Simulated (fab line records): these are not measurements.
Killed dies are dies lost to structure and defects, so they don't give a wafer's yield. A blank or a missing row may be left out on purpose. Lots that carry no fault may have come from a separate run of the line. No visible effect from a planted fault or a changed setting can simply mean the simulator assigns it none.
fab line records	flow sky130
record: lots: 13	wafers: 39	last-day: 50
route steps=708 shown GATE_OXIDE@198 LI_CONTACT@382 METAL1@435
lots that met no fault: taken from a fault-free run of the same line
start-h: the number of hours between the record's first day and the start of the first shown wafer of the lot	wait-h: hours since the lot's step before	" unchanged from the row above	L1.1+2: a single row standing in for several wafers	- no value, or no start was given	* or withheld: withheld	< > ~ a bound
route shown NAME@n: NAME is a module with steps in the file, n the number in the route of the first one	usual: the fault-free wafers' mean and standard deviation	same: alike in all rows	chamber/n: place in a boat	sites: the reading at each site	_std_site: standard deviation across them	_edge_site: inner sites' mean taken away from outer sites' mean	radius-mm: for every site, how far away it sits from the centre of the wafer	mask NAME#n: copy n	behind: tool/chamber where the wafer was last shaped	hold: cause of the lot's hold/its duration in hours/its outcome	device: the transistor (n, p or np) that didn't switch	end of line: the tests these same wafers got at the end of their route	a step with no rows: only its recipe	killed: the dies lost at the first sort to structure and to defects; this is not the yield of the wafer	map: dies across one wafer; x = killed, . = not, _ = none there
set.NAME: setting as actually run; set.NAME@STEP: the setting as run at that earlier step	model.NAME: the simulator's own value behind a step, which no gauge read
route steps across a sampled set of lots; one table per step, one row per wafer
services: from which hour (start-h, from the record's first day; less than 0 if before it) a tool's chamber was out of use, for how many hours, and why
== steps ==
step: SKY_GATE_OXIDE_IMPLANT_11
recipe: species: B	energy-kev: 10	dose-cm2: 2.6e+12	tilt-deg: withheld
lot.wafer	tool	chamber	start-h	wait-h
L600.1+3+5	implanter-03	0	313.44	0.0
L602.1+3+5	implanter-04	0	332.77	0.0
L601.3+4+5	implanter-03	0	333.24	0.1
L604.2+3+4	implanter-03	0	344.46	0.0
L603.2+3+5	implanter-04	0	344.76	0.0
L606.4+5+6	implanter-04	0	370.74	0.1
L609.4+5+6	implanter-03	0	386.64	0.1
L613.2+4+6	implanter-04	0	421.59	0.0
L613.2+4+6	implanter-04	0	421.91	0.3
L616.3+4+5	implanter-03	0	440.42	0.1
L616.3+4+5	implanter-03	0	440.74	0.3
L618.4+5+6	implanter-03	0	465.99	0.1
L618.4+5+6	implanter-03	0	466.31	0.3
L619.1+3+4	implanter-04	0	471.19	0.0
L620.1+2+4	implanter-04	0	475.47	0.0
L622.3+5+6	implanter-01	0	488.47	0.1
step: SKY_GATE_OXIDE_TW_MEAS_14
usual: GATE_OXIDE_TW: 224.6/2.3
lot.wafer	tool	chamber	start-h	wait-h	GATE_OXIDE_TW
L600.1	film-metro-03	-	313.81	0.1	220.7
L600.3	"	-	"	"	220.3
L600.5	"	-	"	"	221.7
L602.1	film-metro-04	-	333.14	0.1	225.3
L602.3	"	-	"	"	225.4
L602.5	"	-	"	"	227.2
L601.3	film-metro-04	-	333.56	0.1	227.3
L601.4	"	-	"	"	225.5
L601.5	"	-	"	"	224.8
L604.2	film-metro-04	-	344.82	0.1	227.3
L604.3	"	-	"	"	228.6
L604.4	"	-	"	"	228.3
L603.2	film-metro-04	-	345.10	0.1	227.3
L603.3	"	-	"	"	227.3
L603.5	"	-	"	"	227.1
L606.4	film-metro-03	-	371.05	0.1	222.8
L606.5	"	-	"	"	222.2
L606.6	"	-	"	"	221.2
L609.4	film-metro-04	-	386.95	0.1	228.0
L609.5	"	-	"	"	227.2
L609.6	"	-	"	"	227.7
L613.2	film-metro-01	-	422.25	0.1	272.0
L613.4	"	-	"	"	272.3
L613.6	"	-	"	"	271.6
L616.3	film-metro-04	-	441.06	0.1	276.5
L616.4	"	-	"	"	276.9
L616.5	"	-	"	"	276.5
L618.4	film-metro-01	-	466.63	0.1	274.8
L618.5	"	-	"	"	274.5
L618.6	"	-	"	"	275.4
L619.1	film-metro-01	-	471.65	0.1	225.7
L619.3	"	-	"	"	225.5
L619.4	"	-	"	"	223.5
L620.1	film-metro-04	-	475.83	0.1	228.6
L620.2	"	-	"	"	228.8
L620.4	"	-	"	"	227.8
L622.3	film-metro-01	-	488.81	0.1	224.3
L622.5	"	-	"	"	223.6
L622.6	"	-	"	"	224.4
step: SKY_LI_CONTACT_SPUTTER_20
recipe: material: TiN	target-thk-nm: 20	chamber-pressure-pa: 5	power-w: 4000	time-s: 80
usual: chamber-pressure-pa: 5.001/0.01	throttle-valve-pct: 30.2/0.99
lot.wafer	tool	chamber	start-h	wait-h	chamber-pressure-pa	throttle-valve-pct
L600.1	pvd-sputter-04	-	681.79	0.0	5.000	28.4
L600.3	"	-	"	"	4.998	29.4
L600.5	"	-	"	"	5.010	28.4
L602.1	pvd-sputter-04	-	702.49	0.0	5.001	29.4
L602.3	"	-	"	"	5.012	31.2
L602.5	"	-	"	"	5.003	31.5
L601.3	pvd-sputter-03	-	705.14	0.0	5.001	30.9
L601.4	"	-	"	"	4.994	29.9
L601.5	"	-	"	"	4.990	29.6
L604.2	pvd-sputter-02	-	713.04	0.0	5.007	31.7
L604.3	"	-	"	"	5.031	30.8
L604.4	"	-	"	"	5.016	32.2
L603.2	pvd-sputter-04	-	714.56	0.0	4.991	29.3
L603.3	"	-	"	"	4.999	31.2
L603.5	"	-	"	"	5.003	31.3
L606.4	pvd-sputter-03	-	736.15	0.0	4.994	30.0
L606.5	"	-	"	"	5.005	29.6
L606.6	"	-	"	"	4.985	30.4
L609.4	pvd-sputter-04	-	747.96	0.0	5.018	31.5
L609.5	"	-	"	"	5.009	31.5
L609.6	"	-	"	"	5.012	29.2
L613.2	pvd-sputter-04	-	783.96	0.0	5.006	31.4
L613.4	"	-	"	"	5.018	31.0
L613.6	"	-	"	"	5.021	28.3
L616.3	pvd-sputter-04	-	799.84	0.0	4.992	29.5
L616.4	"	-	"	"	4.999	31.2
L616.5	"	-	"	"	5.000	29.1
L618.4	pvd-sputter-03	-	819.96	0.0	5.013	30.0
L618.5	"	-	"	"	5.013	29.6
L618.6	"	-	"	"	4.978	30.6
L619.1	pvd-sputter-03	-	827.41	0.0	4.979	29.8
L619.3	"	-	"	"	4.994	30.4
L619.4	"	-	"	"	5.011	29.8
L620.1	pvd-sputter-04	-	828.66	0.0	5.005	31.4
L620.2	"	-	"	"	5.002	28.8
L620.4	"	-	"	"	4.997	31.4
L622.3	pvd-sputter-02	-	841.19	0.0	5.014	32.5
L622.5	"	-	"	"	4.994	29.5
L622.6	"	-	"	"	5.002	29.3
step: SKY_METAL1_SPUTTER_01
recipe: material: TiN	target-thk-nm: 20	power-w: 6500	time-s: 16.7	chamber-pressure-pa: 0.4
usual: chamber-pressure-pa: 0.3999/0.00083	throttle-valve-pct: 30.5/1.1
lot.wafer	tool	chamber	start-h	wait-h	chamber-pressure-pa	throttle-valve-pct
L600.1	pvd-sputter-01	-	740.38	0.0	0.4000	30.5
L600.3	"	-	"	"	0.3998	28.3
L600.5	"	-	"	"	0.3992	30.5
L602.1	pvd-sputter-03	-	761.66	0.0	0.4017	30.0
L602.3	"	-	"	"	0.4003	30.4
L602.5	"	-	"	"	0.4005	30.0
L601.3	pvd-sputter-01	-	763.11	0.0	0.4007	31.3
L601.4	"	-	"	"	0.4005	30.7
L601.5	"	-	"	"	0.4019	30.5
L604.2	pvd-sputter-01	-	771.17	0.0	0.4008	31.2
L604.3	"	-	"	"	0.4006	31.9
L604.4	"	-	"	"	0.4005	30.7
L603.2	pvd-sputter-03	-	773.72	0.0	0.3993	29.8
L603.3	"	-	"	"	0.3995	30.5
L603.5	"	-	"	"	0.3992	29.8
L606.4	pvd-sputter-01	-	793.05	0.0	0.4002	32.2
L606.5	"	-	"	"	0.3994	28.4
L606.6	"	-	"	"	0.3988	31.3
L609.4	pvd-sputter-01	-	804.61	0.0	0.3997	28.4
L609.5	"	-	"	"	0.4001	32.2
L609.6	"	-	"	"	0.4005	30.6
L613.2	pvd-sputter-03	-	840.27	0.0	0.3988	29.9
L613.4	"	-	"	"	0.3992	29.8
L613.6	"	-	"	"	0.3988	30.1
L616.3	pvd-sputter-03	-	856.06	0.0	0.4002	31.1
L616.4	"	-	"	"	0.4003	30.0
L616.5	"	-	"	"	0.4002	30.2
L618.4	pvd-sputter-04	-	876.32	0.0	0.3996	30.9
L618.5	"	-	"	"	0.4002	28.6
L618.6	"	-	"	"	0.3980	31.1
L619.1	pvd-sputter-01	-	883.87	0.0	0.4013	31.3
L619.3	"	-	"	"	0.3984	28.7
L619.4	"	-	"	"	0.4006	30.6
L620.1	pvd-sputter-03	-	884.91	0.0	0.3995	29.6
L620.2	"	-	"	"	0.4002	30.2
L620.4	"	-	"	"	0.4014	30.4
L622.3	pvd-sputter-04	-	895.90	0.0	0.4011	29.5
L622.5	"	-	"	"	0.4013	30.7
L622.6	"	-	"	"	0.4002	28.9
step: SKY_METAL1_SPUTTER_02
recipe: material: AlCu	target-thk-nm: 250	power-w: 10600	time-s: 13.3	chamber-pressure-pa: 0.4
usual: chamber-pressure-pa: 0.4001/0.00082	throttle-valve-pct: 30.5/1.1
lot.wafer	tool	chamber	start-h	wait-h	chamber-pressure-pa	throttle-valve-pct
L600.1	pvd-sputter-01	-	740.40	0.0	0.3994	30.5
L600.3	"	-	"	"	0.3994	28.8
L600.5	"	-	"	"	0.4014	30.3
L602.1	pvd-sputter-03	-	761.69	0.0	0.4004	30.0
L602.3	"	-	"	"	0.4007	30.6
L602.5	"	-	"	"	0.3992	29.9
L601.3	pvd-sputter-01	-	763.14	0.0	0.4003	31.6
L601.4	"	-	"	"	0.4000	30.4
L601.5	"	-	"	"	0.4006	30.6
L604.2	pvd-sputter-01	-	771.20	0.0	0.4015	31.4
L604.3	"	-	"	"	0.4004	32.0
L604.4	"	-	"	"	0.4008	30.3
L603.2	pvd-sputter-03	-	773.75	0.0	0.3999	29.6
L603.3	"	-	"	"	0.4012	30.5
L603.5	"	-	"	"	0.4007	29.8
L606.4	pvd-sputter-01	-	793.08	0.0	0.4004	32.2
L606.5	"	-	"	"	0.4013	28.4
L606.6	"	-	"	"	0.4005	31.4
L609.4	pvd-sputter-01	-	804.64	0.0	0.3990	28.7
L609.5	"	-	"	"	0.3997	32.1
L609.6	"	-	"	"	0.3999	30.5
L613.2	pvd-sputter-03	-	840.29	0.0	0.3993	30.1
L613.4	"	-	"	"	0.3997	29.6
L613.6	"	-	"	"	0.3990	30.0
L616.3	pvd-sputter-03	-	856.08	0.0	0.3992	31.3
L616.4	"	-	"	"	0.3990	29.9
L616.5	"	-	"	"	0.3986	30.1
L618.4	pvd-sputter-04	-	876.34	0.0	0.3992	31.1
L618.5	"	-	"	"	0.4002	28.5
L618.6	"	-	"	"	0.3998	31.0
L619.1	pvd-sputter-01	-	883.90	0.0	0.4011	31.4
L619.3	"	-	"	"	0.4007	28.2
L619.4	"	-	"	"	0.3998	30.6
L620.1	pvd-sputter-03	-	884.94	0.0	0.3988	29.9
L620.2	"	-	"	"	0.4003	29.9
L620.4	"	-	"	"	0.3996	30.3
L622.3	pvd-sputter-04	-	895.93	0.0	0.3987	29.7
L622.5	"	-	"	"	0.3993	31.2
L622.6	"	-	"	"	0.3989	29.3
== services ==
tool	chamber	start-h	hours	kind
implanter-03	-	383.32	1.3	repair
pvd-sputter-03	-	406.24	1.1	repair
implanter-04	-	422.33	18.5	pm
pvd-sputter-01	-	424.14	5.1	repair
implanter-03	-	433.91	1.0	repair
pvd-sputter-03	-	438.20	4.8	repair
implanter-04	-	440.84	11.3	pm
pvd-sputter-03	-	449.92	1.5	repair
implanter-04	-	487.50	3.2	repair
implanter-04	-	516.53	5.6	repair
pvd-sputter-03	-	541.74	5.1	repair
pvd-sputter-01	-	547.86	0.6	repair
implanter-04	-	552.69	2.6	pm
pvd-sputter-04	-	575.30	3.4	repair
implanter-03	-	622.19	101.2	pm
pvd-sputter-01	-	637.15	0.9	repair
pvd-sputter-03	-	706.65	4.3	repair
implanter-03	-	726.34	1.4	repair
pvd-sputter-01	-	743.41	2.3	repair
implanter-03	-	757.56	3.2	pm
implanter-03	-	775.24	2.8	repair
pvd-sputter-03	-	777.55	8.3	repair
pvd-sputter-03	-	791.39	2.1	repair
pvd-sputter-01	-	856.86	5.8	repair
== key ==
first-sign: step: SKY_GATE_OXIDE_IMPLANT_11	reading: visit	direction: added
effect: step: SKY_GATE_OXIDE_TW_MEAS_14	reading: GATE_OXIDE_TW	direction: up	sigmas: 22	usual: 224.6	struck: 274.5
met-at SKY_GATE_OXIDE_IMPLANT_11
struck-lots L613,L616,L618
tester-left-out L613,L616,L618
not-acting-at SKY_LI_CONTACT_SPUTTER_20,SKY_METAL1_SPUTTER_01,SKY_METAL1_SPUTTER_02
fault: kind: repeated-step-whole	tool: implanter-01,implanter-03,implanter-04	chamber: -	onset-h: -	steps: SKY_GATE_OXIDE_IMPLANT_11	times: 1	scope: struck-lots-only
tester-left-out: of these lots the tester's yield and bins aren't shown, on N5 and GAA mostly nor the transistor test; their killed dies are dies lost to structure and defects alone, not to doping, threshold or leakage, so they don't give the yield
